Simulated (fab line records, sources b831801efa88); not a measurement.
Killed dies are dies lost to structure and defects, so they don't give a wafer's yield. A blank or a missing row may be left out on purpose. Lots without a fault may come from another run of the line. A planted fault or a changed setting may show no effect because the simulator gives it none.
fab line records | flow gf180mcu
record lots=24 wafers=72 last_day=34
route steps=602 shown M2@363 V2@408 M4@456 MIM@505 TOP_METAL@567
lots that met no fault: from a run of the same line without faults
start_h: hours from the record's first day to the start of the lot's first wafer shown | wait_h: hours since the lot's step before | " the same as in the row above | L1.1+2: a row that stands for several wafers | - no value, or no start given | * or withheld: withheld | < > ~ a bound
route shown NAME@n: a module of which the file shows steps, and the number in the route of the first | usual: mean/standard deviation of fault-free wafers | same: alike in all rows | chamber/n: place in a boat | sites: the reading at each site | _std_site: their standard deviation | _edge_site: outer sites' mean less inner sites' | radius_mm: how far each site lies from the wafer's centre | mask NAME#n: copy n | behind: the tool/chamber that last shaped the wafer | hold: why the lot was held/for how many hours/how that ended | device: the transistor (n, p or np) that didn't switch | end of line: the same wafers' tests at the end of the route | a step without rows: its recipe alone | killed: dies lost to structure and defects at the first sort, not the wafer's yield | map: a wafer's dies, x killed, . not, _ none there
set.NAME: the setting as run; set.NAME@STEP: as run at that earlier step | model.NAME: the simulator's own value behind a step, which no gauge read
steps of the route over a sample of lots; a table a step, a row a wafer
services: from which hour (start_h, from the record's first day; less than 0 if before it) a tool's chamber was out of use, for how many hours, and why
## steps
# step GF_M2_SPUTTER_01
# recipe material=TiN target_thk_nm=30 power_w=6500 time_s=25 chamber_pressure_pa=0.4
# usual cathode_dc_power_W=6499.8/1.1 throttle_valve_pct=30.1/0.8
# columns lot.wafer tool chamber start_h wait_h cathode_dc_power_W throttle_valve_pct
L074.4 pvd_sputter-04 - 413.35 0.1 6498.8 29.3
L074.5 " - " " 6499.3 28.8
L074.6 " - " " 6500.4 30.5
L075.1 pvd_sputter-04 - 420.61 0.1 6498.1 30.1
L075.2 " - " " 6500.7 29.4
L075.3 " - " " 6500.1 31.8
L076.1 pvd_sputter-03 - 431.19 0.1 6500.1 30.3
L076.4 " - " " 6500.7 29.2
L076.5 " - " " 6500.6 30.1
L077.2 pvd_sputter-04 - 440.45 0.1 6500.7 30.3
L077.3 " - " " 6498.1 29.0
L077.6 " - " " 6500.3 30.4
L078.2 pvd_sputter-04 - 451.47 0.1 6501.5 31.7
L078.3 " - " " 6500.7 30.3
L078.5 " - " " 6500.3 30.5
L079.2 pvd_sputter-04 - 463.52 0.1 6499.6 31.9
L079.5 " - " " 6498.1 30.3
L079.6 " - " " 6498.7 31.9
L080.1 pvd_sputter-01 - 477.42 0.1 6499.9 30.0
L080.2 " - " " 6500.6 30.5
L080.4 " - " " 6499.7 30.4
L081.1 pvd_sputter-03 - 478.68 0.1 6499.0 29.9
L081.4 " - " " 6496.5 29.2
L081.5 " - " " 6499.7 29.8
L082.1 pvd_sputter-03 - 494.60 0.1 6500.3 29.3
L082.4 " - " " 6500.3 29.5
L082.5 " - " " 6498.9 29.3
L083.1 pvd_sputter-01 - 509.71 0.1 6499.8 30.2
L083.4 " - " " 6498.4 30.4
L083.6 " - " " 6501.1 30.3
L084.2 pvd_sputter-03 - 511.99 0.1 6502.1 29.6
L084.3 " - " " 6499.4 29.2
L084.4 " - " " 6499.2 30.3
L085.2 pvd_sputter-03 - 519.04 0.1 6502.1 29.4
L085.4 " - " " 6499.6 29.5
L085.6 " - " " 6498.0 29.6
L086.1 pvd_sputter-03 - 522.15 0.1 6498.5 28.9
L086.3 " - " " 6500.1 30.3
L086.4 " - " " 6501.2 30.1
L087.1 pvd_sputter-04 - 539.49 0.1 6499.1 30.5
L087.2 " - " " 6500.3 32.1
L087.6 " - " " 6499.7 31.8
L088.1 pvd_sputter-01 - 544.26 0.1 6500.6 30.1
L088.2 " - " " 6498.4 30.3
L088.5 " - " " 6499.9 30.2
L089.2 pvd_sputter-03 - 551.13 0.1 6500.0 30.4
L089.5 " - " " 6500.7 30.3
L089.6 " - " " 6500.9 30.1
L090.1 pvd_sputter-01 - 562.75 0.1 6501.5 30.3
L090.2 " - " " 6502.0 31.2
L090.6 " - " " 6500.3 30.6
L091.3 pvd_sputter-04 - 567.93 0.1 6498.9 31.7
L091.4 " - " " 6499.1 30.4
L091.6 " - " " 6499.3 28.8
L092.1 pvd_sputter-03 - 572.73 0.1 6500.8 30.1
L092.3 " - " " 6498.2 29.9
L092.5 " - " " 6500.9 30.2
L093.1 pvd_sputter-01 - 584.33 0.1 6498.9 30.3
L093.2 " - " " 6500.3 30.0
L093.4 " - " " 6499.9 30.5
L094.2 pvd_sputter-03 - 590.36 0.1 6499.6 30.4
L094.4 " - " " 6499.9 29.2
L094.6 " - " " 6499.4 29.7
L095.1 pvd_sputter-03 - 593.61 0.1 6499.4 29.2
L095.3 " - " " 6501.8 29.8
L095.4 " - " " 6499.7 29.6
L096.3 pvd_sputter-04 - 602.07 0.1 6501.4 29.0
L096.4 " - " " 6499.2 31.8
L096.6 " - " " 6499.0 31.7
L097.2 pvd_sputter-04 - 614.04 0.1 6499.5 29.0
L097.5 " - " " 6500.3 28.9
L097.6 " - " " 6500.4 30.3
# step GF_M2_OVL_MEAS_15
# usual M2_OVL=4/5.2
# columns lot.wafer tool chamber start_h wait_h M2_OVL[nm]
L074.4 overlay-02 - 438.29 0.1 8
L074.5 " - " " 6
L074.6 " - " " 8
L075.1 overlay-01 - 445.17 0.1 6
L075.2 " - " " -3
L075.3 " - " " -1
L076.1 overlay-01 - 455.84 0.1 10
L076.4 " - " " 3
L076.5 " - " " 11
L077.2 overlay-02 - 465.10 0.1 4
L077.3 " - " " 6
L077.6 " - " " 9
L078.2 overlay-01 - 476.14 0.1 7
L078.3 " - " " 5
L078.5 " - " " 2
L079.2 overlay-02 - 487.44 0.1 -9
L079.5 " - " " -1
L079.6 " - " " -7
L080.1 overlay-01 - 501.47 0.1 10
L080.2 " - " " -1
L080.4 " - " " -2
L081.1 overlay-01 - 502.44 0.1 0
L081.4 " - " " 5
L081.5 " - " " 0
L082.1 overlay-02 - 518.55 0.1 0
L082.4 " - " " 4
L082.5 " - " " 6
L083.1 overlay-02 - 533.29 0.1 15
L083.4 " - " " 4
L083.6 " - " " 7
L084.2 overlay-02 - 535.48 0.1 7
L084.3 " - " " 8
L084.4 " - " " 9
L085.2 overlay-02 - 541.91 0.1 6
L085.4 " - " " 2
L085.6 " - " " 5
L086.1 overlay-01 - 544.80 0.1 10
L086.3 " - " " 9
L086.4 " - " " 10
L087.1 overlay-01 - 562.55 0.1 2
L087.2 " - " " 10
L087.6 " - " " 12
L088.1 overlay-02 - 566.34 0.1 5
L088.2 " - " " -6
L088.5 " - " " 2
L089.2 overlay-02 - 573.38 0.1 -3
L089.5 " - " " 3
L089.6 " - " " 1
L090.1 overlay-01 - 585.17 0.1 8
L090.2 " - " " 1
L090.6 " - " " 8
L091.3 overlay-02 - 589.46 0.1 1
L091.4 " - " " -1
L091.6 " - " " -2
L092.1 overlay-02 - 593.55 0.1 -3
L092.3 " - " " -3
L092.5 " - " " 6
L093.1 overlay-01 - 605.20 0.1 6
L093.2 " - " " 5
L093.4 " - " " 11
L094.2 overlay-01 - 611.51 0.1 7
L094.4 " - " " 3
L094.6 " - " " 8
L095.1 overlay-02 - 615.04 0.1 1
L095.3 " - " " 5
L095.4 " - " " 18
L096.3 overlay-01 - 623.05 0.1 -6
L096.4 " - " " -5
L096.6 " - " " -3
L097.2 overlay-01 - 634.50 0.1 11
L097.5 " - " " 4
L097.6 " - " " 12
# step GF_V2_CMP_26
# recipe stop_on=SiO2 down_force_psi=3.5 platen_rpm=60 t_overpolish_s=15 target_thk_nm=0 pad_velocity_m_s=0.94248
# usual motor_current_A=10.9/0.76 overpolish_run_s=15.001/0.01 platen_rpm=60.00/0.042 time_to_endpoint_s=84/4.8
# columns lot.wafer tool chamber start_h wait_h motor_current_A overpolish_run_s platen_rpm time_to_endpoint_s
L074.4 cmp-02 1 465.25 0.1 9.8 15.022 60.04 83
L074.5 " 3 " " 12.4 15.003 60.05 72
L074.6 " 0 " " 10.6 15.002 59.95 82
L075.3 cmp-02 2 471.98 0.1 10.9 15.006 60.04 81
L075.2 " 3 " " 12.0 14.994 60.01 71
L075.1 " 0 " " 10.5 15.008 60.00 79
L076.4 cmp-02 1 483.10 0.1 10.4 14.986 60.09 85
L076.1 " 2 " " 10.7 15.002 59.96 82
L076.5 " 3 " " 12.7 14.992 59.94 77
L077.2 cmp-01 2 491.61 0.0 11.2 14.974 59.99 88
L077.3 " 3 " " 11.8 15.021 60.00 82
L077.6 " 3 " " 11.2 14.985 59.99 78
L078.2 cmp-01 3 502.88 0.0 12.1 15.011 59.98 84
L078.3 " 0 " " 10.5 15.004 60.00 86
L078.5 " 3 " " 11.0 15.006 60.05 83
L079.2 cmp-01 0 514.09 0.1 10.4 14.998 59.96 89
L079.5 " 3 " " 12.6 14.991 60.01 84
L079.6 " 0 " " 10.8 14.997 59.95 92
L080.2 cmp-01 3 526.76 0.0 12.1 14.994 59.99 86
L080.1 " 0 " " 10.2 14.997 60.06 91
L080.4 " 2 " " 11.3 14.998 59.99 89
L081.4 cmp-02 1 528.39 0.1 10.1 15.004 59.94 85
L081.1 " 2 " " 10.5 15.008 60.08 82
L081.5 " 1 " " 10.7 14.991 59.90 82
L082.1 cmp-02 2 544.76 0.1 10.5 15.004 60.02 82
L082.4 " 3 " " 11.8 14.990 59.95 75
L082.5 " 2 " " 10.1 15.002 60.04 85
L083.1 cmp-02 3 558.28 0.1 12.1 14.993 60.04 79
L083.4 " 1 " " 10.3 15.005 60.00 90
L083.6 " 3 " " 11.5 15.003 60.00 79
L084.2 cmp-01 2 561.06 0.0 10.9 15.000 60.00 86
L084.4 " 0 " " 10.6 15.012 59.98 87
L084.3 " 1 " " 10.9 15.000 59.97 83
L085.4 cmp-02 1 567.73 0.7 10.0 15.013 59.98 90
L085.2 " 2 " " 10.4 14.995 59.98 81
L085.6 " 0 " " 10.7 14.984 59.94 84
L086.3 cmp-01 0 570.13 0.0 10.7 14.997 60.05 86
L086.4 " 1 " " 10.8 14.996 60.06 87
L086.1 " 3 " " 12.1 15.005 60.00 82
L087.2 cmp-01 3 586.73 0.0 11.1 15.016 59.98 84
L087.1 " 1 " " 10.5 15.012 59.98 86
L087.6 " 3 " " 11.6 14.994 59.95 88
L088.1 cmp-02 0 590.97 0.1 10.8 15.002 60.08 83
L088.2 " 1 " " 9.8 15.003 60.07 87
L088.5 " 2 " " 10.4 15.004 59.97 83
L089.2 cmp-02 2 596.87 0.2 10.7 15.004 60.03 87
L089.5 " 3 " " 12.2 15.005 59.99 74
L089.6 " 0 " " 10.7 14.984 60.01 81
L090.1 cmp-02 3 608.99 0.1 11.5 14.991 59.99 78
L090.2 " 1 " " 10.1 15.001 60.04 90
L090.6 " 2 " " 11.2 15.001 60.02 86
L091.3 cmp-02 3 613.04 0.1 12.5 15.011 59.95 82
L091.4 " 0 " " 10.9 14.992 59.98 83
L091.6 " 1 " " 9.9 15.012 59.93 92
L092.3 cmp-01 3 617.29 0.2 12.0 14.989 60.02 88
L092.1 " 0 " " 10.6 14.989 60.03 93
L092.5 " 2 " " 10.9 15.019 60.10 89
L093.2 cmp-02 2 627.88 0.1 10.9 14.994 60.01 85
L093.1 " 3 " " 12.3 15.010 60.01 76
L093.4 " 0 " " 10.6 15.005 60.06 82
L094.4 cmp-02 3 634.16 0.0 11.9 14.992 60.03 76
L094.2 " 1 " " 9.3 14.997 60.04 89
L094.6 " 3 " " 11.8 15.026 60.03 78
L095.1 cmp-01 1 637.96 0.1 10.4 14.998 60.07 78
L095.4 " 3 " " 12.0 14.986 59.98 82
L095.3 " 0 " " 10.7 15.002 60.04 83
L096.4 cmp-01 3 645.95 0.0 11.0 14.994 60.02 88
L096.3 " 0 " " 10.5 14.997 60.00 85
L096.6 " 3 " " 12.0 15.004 60.00 84
L097.2 cmp-02 0 657.63 0.0 10.4 15.010 60.02 83
L097.6 " 0 " " 10.7 15.004 59.99 85
L097.5 " 1 " " 9.7 15.010 60.00 90
# step GF_M4_SPUTTER_00
# recipe material=Ti target_thk_nm=37.5 arriving_ion_energy_ev=80 substrate_temp_c=200 chamber_pressure_pa=2 power_w=4000 time_s=150
# usual cathode_dc_power_W=3999.9/0.68 throttle_valve_pct=30.1/0.84
# columns lot.wafer tool chamber start_h wait_h cathode_dc_power_W throttle_valve_pct
L074.4 pvd_sputter-03 - 516.36 0.1 4001.2 30.2
L074.5 " - " " 3999.7 29.3
L074.6 " - " " 3999.4 29.4
L075.1 pvd_sputter-03 - 523.54 0.1 3999.3 30.1
L075.2 " - " " 3999.9 29.7
L075.3 " - " " 3999.6 29.2
L076.1 pvd_sputter-03 - 533.03 0.2 3999.3 30.4
L076.4 " - " " 3999.6 29.5
L076.5 " - " " 4001.0 29.7
L077.2 pvd_sputter-04 - 542.27 0.2 4000.2 30.2
L077.3 " - " " 3999.5 28.9
L077.6 " - " " 4000.1 29.0
L078.2 pvd_sputter-01 - 552.62 0.2 4000.3 30.8
L078.3 " - " " 3999.9 30.6
L078.5 " - " " 4000.8 30.4
L079.2 pvd_sputter-04 - 562.95 0.2 4000.1 29.4
L079.5 " - " " 3999.4 31.9
L079.6 " - " " 4000.5 30.5
L080.1 pvd_sputter-01 - 575.09 0.1 4000.1 30.5
L080.2 " - " " 4000.3 30.8
L080.4 " - " " 4000.5 30.3
L081.1 pvd_sputter-03 - 576.91 0.1 4001.6 29.5
L081.4 " - " " 4000.6 29.6
L081.5 " - " " 3999.9 29.6
L082.1 pvd_sputter-04 - 592.56 0.1 4000.9 29.0
L082.4 " - " " 3999.3 30.3
L082.5 " - " " 3998.5 29.2
L083.1 pvd_sputter-04 - 604.42 0.2 4000.5 30.4
L083.4 " - " " 3999.5 31.8
L083.6 " - " " 3999.9 30.5
L084.2 pvd_sputter-01 - 606.89 0.2 3999.5 30.2
L084.3 " - " " 3999.7 30.3
L084.4 " - " " 4001.0 31.0
L085.2 pvd_sputter-03 - 613.59 0.1 4000.0 30.0
L085.4 " - " " 4000.9 29.4
L085.6 " - " " 4000.0 30.3
L086.1 pvd_sputter-04 - 616.97 0.2 3999.9 29.4
L086.3 " - " " 4000.9 31.8
L086.4 " - " " 4000.7 28.7
L087.1 pvd_sputter-04 - 631.16 0.2 4001.4 29.1
L087.2 " - " " 4000.1 28.8
L087.6 " - " " 4000.1 30.4
L088.1 pvd_sputter-04 - 635.77 0.1 3999.8 30.2
L088.2 " - " " 4000.7 28.7
L088.5 " - " " 3999.9 29.5
L089.2 pvd_sputter-04 - 642.11 0.1 4000.0 29.6
L089.5 " - " " 3999.1 28.9
L089.6 " - " " 4000.2 29.3
L090.1 pvd_sputter-01 - 652.05 0.2 3999.9 30.4
L090.2 " - " " 3999.4 30.5
L090.6 " - " " 4001.1 30.6
L091.3 pvd_sputter-01 - 656.41 0.2 4000.3 30.3
L091.4 " - " " 4000.3 30.5
L091.6 " - " " 4000.1 30.4
L092.1 pvd_sputter-04 - 661.29 0.2 4000.2 28.7
L092.3 " - " " 3999.2 29.0
L092.5 " - " " 4000.0 29.0
L093.1 pvd_sputter-04 - 670.71 0.1 3999.9 28.9
L093.2 " - " " 3999.8 29.3
L093.4 " - " " 3999.4 31.8
L094.2 pvd_sputter-01 - 676.92 0.2 4000.8 31.1
L094.4 " - " " 4000.0 30.0
L094.6 " - " " 3999.1 30.1
L095.1 pvd_sputter-01 - 680.36 0.1 3999.2 30.6
L095.3 " - " " 3999.1 30.3
L095.4 " - " " 4000.6 30.1
L096.3 pvd_sputter-04 - 686.81 0.1 4000.3 31.8
L096.4 " - " " 3999.8 29.0
L096.6 " - " " 4000.1 30.1
L097.2 pvd_sputter-03 - 698.41 0.2 3999.9 29.8
L097.5 " - " " 3999.4 29.8
L097.6 " - " " 3999.4 29.4
# step GF_MIM_SPUTTER_02
# recipe material=AlCu target_thk_nm=450 power_w=10600 time_s=23.9 chamber_pressure_pa=0.4
# usual cathode_dc_power_W=10600/1.9 throttle_valve_pct=30.0/1.1
# columns lot.wafer tool chamber start_h wait_h cathode_dc_power_W throttle_valve_pct
L074.4 pvd_sputter-01 - 565.19 0.0 10601 30.3
L074.5 " - " " 10600 31.1
L074.6 " - " " 10602 30.5
L075.1 pvd_sputter-04 - 572.46 0.0 10604 29.0
L075.2 " - " " 10599 31.6
L075.3 " - " " 10595 29.4
L076.1 pvd_sputter-04 - 580.88 0.0 10599 31.7
L076.4 " - " " 10599 28.5
L076.5 " - " " 10599 30.6
L077.2 pvd_sputter-04 - 589.78 0.0 10597 29.1
L077.3 " - " " 10600 30.4
L077.6 " - " " 10597 29.1
L078.2 pvd_sputter-02 - 599.99 0.0 10596 30.3
L078.3 " - " " 10600 30.5
L078.5 " - " " 10596 30.3
L079.2 pvd_sputter-02 - 609.79 0.0 10599 27.6
L079.5 " - " " 10602 30.8
L079.6 " - " " 10602 30.3
L080.1 pvd_sputter-04 - 620.84 0.0 10598 30.7
L080.2 " - " " 10598 29.2
L080.4 " - " " 10601 31.9
L081.1 pvd_sputter-04 - 622.09 0.0 10602 30.4
L081.4 " - " " 10600 29.3
L081.5 " - " " 10599 29.3
L082.1 pvd_sputter-02 - 637.55 0.0 10599 30.6
L082.4 " - " " 10600 27.9
L082.5 " - " " 10599 27.8
L083.1 pvd_sputter-01 - 648.08 0.0 10605 30.6
L083.4 " - " " 10600 30.3
L083.6 " - " " 10599 30.7
L084.2 pvd_sputter-04 - 650.89 0.0 10601 29.1
L084.3 " - " " 10599 29.1
L084.4 " - " " 10596 29.1
L085.2 pvd_sputter-04 - 657.51 0.0 10600 29.5
L085.4 " - " " 10599 30.4
L085.6 " - " " 10600 29.2
L086.1 pvd_sputter-02 - 660.57 0.0 10600 30.3
L086.3 " - " " 10600 30.5
L086.4 " - " " 10600 30.6
L087.1 pvd_sputter-01 - 673.81 0.0 10601 30.2
L087.2 " - " " 10601 30.6
L087.6 " - " " 10602 30.4
L088.1 pvd_sputter-02 - 678.31 0.0 10602 30.7
L088.2 " - " " 10600 30.0
L088.5 " - " " 10601 30.4
L089.2 pvd_sputter-02 - 683.96 0.0 10601 30.6
L089.5 " - " " 10600 30.3
L089.6 " - " " 10600 27.8
L090.1 pvd_sputter-04 - 692.54 0.0 10600 30.4
L090.2 " - " " 10600 31.7
L090.6 " - " " 10601 30.4
L091.3 pvd_sputter-01 - 697.89 0.0 10599 30.4
L091.4 " - " " 10601 31.0
L091.6 " - " " 10600 30.1
L092.1 pvd_sputter-02 - 702.46 0.0 10597 30.7
L092.3 " - " " 10600 27.7
L092.5 " - " " 10600 27.8
L093.1 pvd_sputter-02 - 710.96 0.0 10598 30.6
L093.2 " - " " 10603 30.0
L093.4 " - " " 10601 27.7
L094.2 pvd_sputter-04 - 716.50 0.0 10604 28.9
L094.4 " - " " 10601 31.9
L094.6 " - " " 10603 28.6
L095.1 pvd_sputter-02 - 720.40 0.0 10602 30.2
L095.3 " - " " 10603 30.4
L095.4 " - " " 10600 27.5
L096.3 pvd_sputter-01 - 726.14 0.0 10599 30.5
L096.4 " - " " 10598 30.2
L096.6 " - " " 10598 30.1
L097.2 pvd_sputter-01 - 738.18 0.0 10601 31.1
L097.5 " - " " 10600 30.3
L097.6 " - " " 10599 30.7
# step GF_TOP_METAL_SPUTTER_00
# recipe material=Ti target_thk_nm=37.5 arriving_ion_energy_ev=80 substrate_temp_c=200 chamber_pressure_pa=2 power_w=4000 time_s=150
# usual cathode_dc_power_W=4000.0/0.75 throttle_valve_pct=30.1/0.82
# columns lot.wafer tool chamber start_h wait_h cathode_dc_power_W throttle_valve_pct
L074.4 pvd_sputter-03 - 632.42 0.1 4000.7 30.2
L074.5 " - " " 3998.7 29.2
L074.6 " - " " 3999.4 29.7
L075.1 pvd_sputter-01 - 639.39 0.2 3998.9 31.0
L075.2 " - " " 4000.6 30.5
L075.3 " - " " 4000.1 30.5
L076.1 pvd_sputter-04 - 646.64 0.1 3999.8 30.4
L076.4 " - " " 3998.4 28.8
L076.5 " - " " 3999.7 30.4
L077.2 pvd_sputter-03 - 655.14 0.2 3999.6 30.3
L077.3 " - " " 3999.2 30.1
L077.6 " - " " 3999.6 29.9
L078.2 pvd_sputter-03 - 664.24 0.1 3999.4 30.2
L078.3 " - " " 4000.6 29.9
L078.5 " - " " 4001.2 29.4
L079.2 pvd_sputter-04 - 673.36 0.2 3999.5 31.9
L079.5 " - " " 4000.8 30.2
L079.6 " - " " 3999.5 31.6
L080.1 pvd_sputter-04 - 683.30 0.1 4000.0 28.8
L080.2 " - " " 3999.9 32.0
L080.4 " - " " 4000.8 30.4
L081.1 pvd_sputter-01 - 683.90 0.2 4000.5 30.3
L081.4 " - " " 4000.3 30.2
L081.5 " - " " 3999.4 30.1
L082.1 pvd_sputter-01 - 698.53 0.1 4002.1 30.4
L082.4 " - " " 3999.3 30.4
L082.5 " - " " 3999.0 31.2
L083.1 pvd_sputter-03 - 708.41 0.2 3999.3 29.8
L083.4 " - " " 3999.7 29.4
L083.6 " - " " 4000.4 29.1
L084.2 pvd_sputter-04 - 710.27 0.1 3999.0 29.3
L084.3 " - " " 4000.3 28.9
L084.4 " - " " 4000.1 31.6
L085.2 pvd_sputter-04 - 717.04 0.2 3999.5 28.5
L085.4 " - " " 4000.7 29.4
L085.6 " - " " 3999.4 29.1
L086.1 pvd_sputter-04 - 719.80 0.1 3999.2 29.2
L086.3 " - " " 4000.1 31.8
L086.4 " - " " 3999.4 28.8
L087.1 pvd_sputter-01 - 732.78 0.2 3999.7 30.1
L087.2 " - " " 3998.6 30.4
L087.6 " - " " 3999.4 30.4
L088.1 pvd_sputter-04 - 736.86 0.2 3999.1 29.0
L088.2 " - " " 3998.9 32.0
L088.5 " - " " 4000.6 29.2
L089.2 pvd_sputter-03 - 741.88 0.1 4001.0 30.2
L089.5 " - " " 4000.3 30.0
L089.6 " - " " 3999.5 30.0
L090.1 pvd_sputter-04 - 750.31 0.1 4000.1 30.4
L090.2 " - " " 4000.6 31.9
L090.6 " - " " 4001.2 29.2
L091.3 pvd_sputter-04 - 754.32 0.1 3999.2 31.5
L091.4 " - " " 4000.3 31.7
L091.6 " - " " 3999.8 28.7
L092.1 pvd_sputter-03 - 758.31 0.2 4001.0 29.1
L092.3 " - " " 4001.9 29.8
L092.5 " - " " 3999.1 29.6
L093.1 pvd_sputter-03 - 765.11 0.1 3999.9 30.0
L093.2 " - " " 3999.7 30.0
L093.4 " - " " 4000.2 29.5
L094.2 pvd_sputter-01 - 769.74 0.1 4000.0 30.2
L094.4 " - " " 4000.7 30.9
L094.6 " - " " 4001.0 30.2
L095.1 pvd_sputter-03 - 774.83 0.2 4000.4 30.4
L095.3 " - " " 4001.0 30.1
L095.4 " - " " 3999.8 29.2
L096.3 pvd_sputter-03 - 780.48 0.2 3998.8 30.4
L096.4 " - " " 4000.9 30.3
L096.6 " - " " 4000.4 30.3
L097.2 pvd_sputter-01 - 789.92 0.2 4001.2 30.0
L097.5 " - " " 3999.4 30.3
L097.6 " - " " 3999.8 30.4
## services
# columns tool chamber start_h hours kind
pvd_sputter-01 - 391.13 4.3 repair
cmp-01 - 404.14 4.0 pm
cmp-01 - 404.65 1.2 repair
cmp-02 - 422.72 16.5 pm
pvd_sputter-01 - 429.76 3.0 repair
pvd_sputter-01 - 478.90 2.3 repair
pvd_sputter-01 - 490.01 11.6 repair
cmp-02 - 521.16 1.8 repair
pvd_sputter-04 - 529.79 0.6 repair
cmp-01 - 535.45 1.3 repair
cmp-02 - 572.00 4.0 pm
pvd_sputter-03 - 587.28 2.5 repair
pvd_sputter-02 - 602.87 5.4 repair
cmp-01 - 618.24 6.8 pm
cmp-02 - 635.04 4.7 pm
pvd_sputter-03 - 641.78 1.8 repair
cmp-01 - 647.08 0.4 repair
cmp-02 - 667.26 4.5 repair
pvd_sputter-04 - 675.54 7.7 repair
pvd_sputter-02 - 693.79 6.3 repair
cmp-01 - 744.29 4.0 pm
pvd_sputter-01 - 746.95 3.4 repair
cmp-01 - 753.03 6.0 pm
cmp-01 - 763.43 1.7 repair
## key
fault none
